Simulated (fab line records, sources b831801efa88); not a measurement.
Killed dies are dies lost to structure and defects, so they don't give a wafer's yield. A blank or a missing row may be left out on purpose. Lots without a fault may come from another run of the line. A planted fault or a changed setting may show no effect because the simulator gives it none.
A struck lot beside a sound one | flow sky130 | 30 steps out of a route of 708
Sound: wafers L355.2, L355.4, L355.5. Struck: wafers L361.1, L361.2, L361.4. The cause comes at the end.
At each step with rows: each side's tool, then ch and its chambers, then its first start. Under that, the readings that differ: sound wafers | struck wafers | difference of the means | sigmas: that difference in standard deviations of wafers without a fault.
alike: readings whose means differ by less than 2 such deviations, and words and numbers that are the same on both sides. not compared: withheld readings, readings that some wafer has no value for, bounds like >300 that may hide the same value, and numbers for which the record gives no deviation and whose values overlap.
The two part at a step that has a row with sigmas, a row that says differs or no value, or rows on one side only. Numbers that don't overlap but have no deviation are shown without sigmas and don't part them. A reading that every wafer of one side lacks parts them only if that side has two wafers or more.

first, 5 steps without rows for these wafers: SKY_SONOS_ONO_COAT_08 (resist thk 1140 nm); SKY_SONOS_ONO_SOFTBAKE_09 (time 60 s); SKY_SONOS_ONO_EXPOSE_10 (exposes mask ONOM, target cd 410 nm); SKY_SONOS_ONO_PEB_11; SKY_SONOS_ONO_DEVELOP_12 (develop time 60 s).
SKY_SONOS_ONO_CD_MEAS_13: target cd 410 nm.
  sound on cd_sem-01, day 13 00:39; struck on cd_sem-01, day 16 06:01
  alike: cd_nm
SKY_SONOS_ONO_OVL_MEAS_14:
  sound on overlay-02, day 13 00:45; struck on overlay-01, day 16 06:08
  alike: SONOS_ONO_OVL
SKY_SONOS_ONO_ETCH_15: etches the open film in CHF3/O2, target depth 19.52 nm, time 7.8 s.
  sound on rie_diel-03 ch 0,1,2, day 13 00:47; struck on rie_diel-03 ch 0,1,3, day 16 06:11
  alike: drypump_motor_current_A, oes_product_au, rf_fwd_power_W, throttle_valve_pct
  not compared: rf_hours_counter_h
then, 1 step without rows for these wafers: SKY_SONOS_ONO_WET_ETCH_16 (etches SiO2 in dHF, target depth 14 nm, time 280 s).
SKY_SONOS_ONO_STRIP_17: strips in O2/N2.
  sound on plasma_asher-02 ch 0, day 13 00:53; struck on plasma_asher-04 ch 0,1, day 16 06:17
  alike: drypump_motor_current_A, oes_product_au, strip_time_to_endpoint_s
  not compared: rf_hours_counter_h
then, 2 steps without rows for these wafers: SKY_SONOS_ONO_WET_ETCH_18 (etches Si3N4 in H3PO4, target depth 15 nm, time 172 s); SKY_GATE_OXIDE_CLEAN_00 (cleans in SC1/SC2, time 150 s).
SKY_GATE_OXIDE_OXIDATION_01: stabilise 600 s, purge 300 s, target thk 10.268 nm.
  sound on furnace-02 ch 0, day 13 02:13; struck on furnace-01 ch 0, day 16 10:33
  reading                                           | sound             | struck               | difference | sigmas
  ox_time_s (s)                                     | 1473 1473 1473    | 1767.6 1767.6 1767.6 | +294.6     |
  model.SiO2_of_GATE_OXIDE_OXIDATION_01.thk_nm (nm) | 10.18 10.15 10.19 | 11.54 11.62 11.61    | +1.42      |
  alike: ox_temp_c_max, zone_power_lower_pct
SKY_GATE_OXIDE_THK_MEAS_02:
  sound on film_metro-02, day 13 03:38; struck on film_metro-01, day 16 11:58
  reading                          | sound             | struck            | difference | sigmas
  GATE_OXIDE_OXIDATION_00_THK (nm) | 10.20 10.18 10.20 | 11.49 11.60 11.60 | +1.37      | +7
then, 7 steps without rows for these wafers: SKY_GATE_OXIDE_DEHYDRATE_03 (time 60 s); SKY_GATE_OXIDE_HMDS_04 (prime time 60 s); SKY_GATE_OXIDE_COAT_05 (resist thk 1140 nm); SKY_GATE_OXIDE_SOFTBAKE_06 (time 60 s); SKY_GATE_OXIDE_EXPOSE_07 (exposes mask LVOM, target cd 600 nm); SKY_GATE_OXIDE_PEB_08; SKY_GATE_OXIDE_DEVELOP_09 (develop time 60 s).
SKY_GATE_OXIDE_OVL_MEAS_10:
  sound on overlay-02, day 14 05:35; struck on overlay-01, day 17 15:46
  alike: GATE_OXIDE_OVL
then, 2 steps without rows for these wafers: SKY_GATE_OXIDE_IMPLANT_11; SKY_GATE_OXIDE_WET_ETCH_12 (etches SiO2 in dHF, target depth 16.8 nm, time 336 s).
SKY_GATE_OXIDE_STRIP_13: strips in O2/N2.
  sound on plasma_asher-04 ch 0,1, day 14 05:52; struck on plasma_asher-04 ch 0,1, day 17 16:04
  alike: drypump_motor_current_A, oes_product_au, strip_time_to_endpoint_s
  not compared: rf_hours_counter_h
SKY_GATE_OXIDE_TW_MEAS_14:
  sound on film_metro-03, day 14 05:58; struck on film_metro-02, day 17 16:10
  alike: GATE_OXIDE_TW
then, 1 step without rows for these wafers: SKY_GATE_OXIDE_CLEAN_15 (cleans in SC1/SC2, time 150 s).
SKY_GATE_OXIDE_OXIDATION_16: stabilise 600 s, purge 300 s, target thk 3.57 nm.
  sound on furnace-02 ch 0, day 14 06:04; struck on furnace-01 ch 0, day 17 17:55
  reading                                           | sound             | struck            | difference | sigmas
  model.SiO2_of_GATE_OXIDE_OXIDATION_01.thk_nm (nm) | 11.49 11.46 11.51 | 12.83 12.93 12.89 | +1.40      |
  alike: ox_temp_c_max, ox_time_s, zone_power_lower_pct
then, 1 step without rows for these wafers: SKY_POLY_GATE_CVD_00 (deposits poly-Si, target thk 180 nm, time 720 s).
-- the record jumps here: 31 days lie between the struck wafers' starts before and after (it left off in module POLY_GATE and takes up again in module PAD_OPEN, whose first step shown is number 708 of the route) --
SKY_PAD_OPEN_PROBE_99:
  sound on prober-02, day 46 08:06; struck on prober-02, day 48 17:26
  reading                                | sound                         | struck                        | difference | sigmas
  model.etest.nfet_16v.r_on_ohm_um       | 1.388e+04 1.393e+04 1.403e+04 | 1.488e+04 1.494e+04 1.489e+04 | +9.567e+02 |
  model.etest.tip_sonos.rs_ohm_sq        | 2649 2618 2632                | 3006 2998 3005                | +370       |
  model.etest.pfet_g5v0d10v5.r_on_ohm_um | 4740 4752 4705                | 5036 5087 5057                | +328       |
  model.etest.nfet_g5v0d10v5.r_on_ohm_um | 1873 1870 1871                | 2024 2025 2029                | +155       |
  model.etest.nfet_g5v0d10v5.drive_ua_um | 611.5 612.2 607.5             | 543.5 547.6 546.5             | -64.5      |
  model.etest.nfet_05v0_nvt.drive_ua_um  | 575 582.5 577.9               | 519.8 519.9 522.6             | -57.7      |
  model.etest.pfet_g5v0d10v5.drive_ua_um | 342.3 341.6 343.1             | 313.1 312.7 311.6             | -29.9      |
  model.etest.nfet_16v.drive_ua_um       | 225.4 225.1 224.1             | 197.2 196.2 195.7             | -28.5      |
  alike: killed_at_M0_to_M3, killed_at_M4_up, killed_at_contacts, killed_at_front_end, killed_at_other, killed_dies, killed_open, killed_short

WHERE THEY PART
Only at SKY_GATE_OXIDE_THK_MEAS_02, within this record. Later steps at which nothing parts them and some readings are alike: SKY_GATE_OXIDE_OVL_MEAS_10, SKY_GATE_OXIDE_STRIP_13, SKY_GATE_OXIDE_TW_MEAS_14, SKY_GATE_OXIDE_OXIDATION_16, SKY_PAD_OPEN_PROBE_99.

WHY: what the simulator had put in
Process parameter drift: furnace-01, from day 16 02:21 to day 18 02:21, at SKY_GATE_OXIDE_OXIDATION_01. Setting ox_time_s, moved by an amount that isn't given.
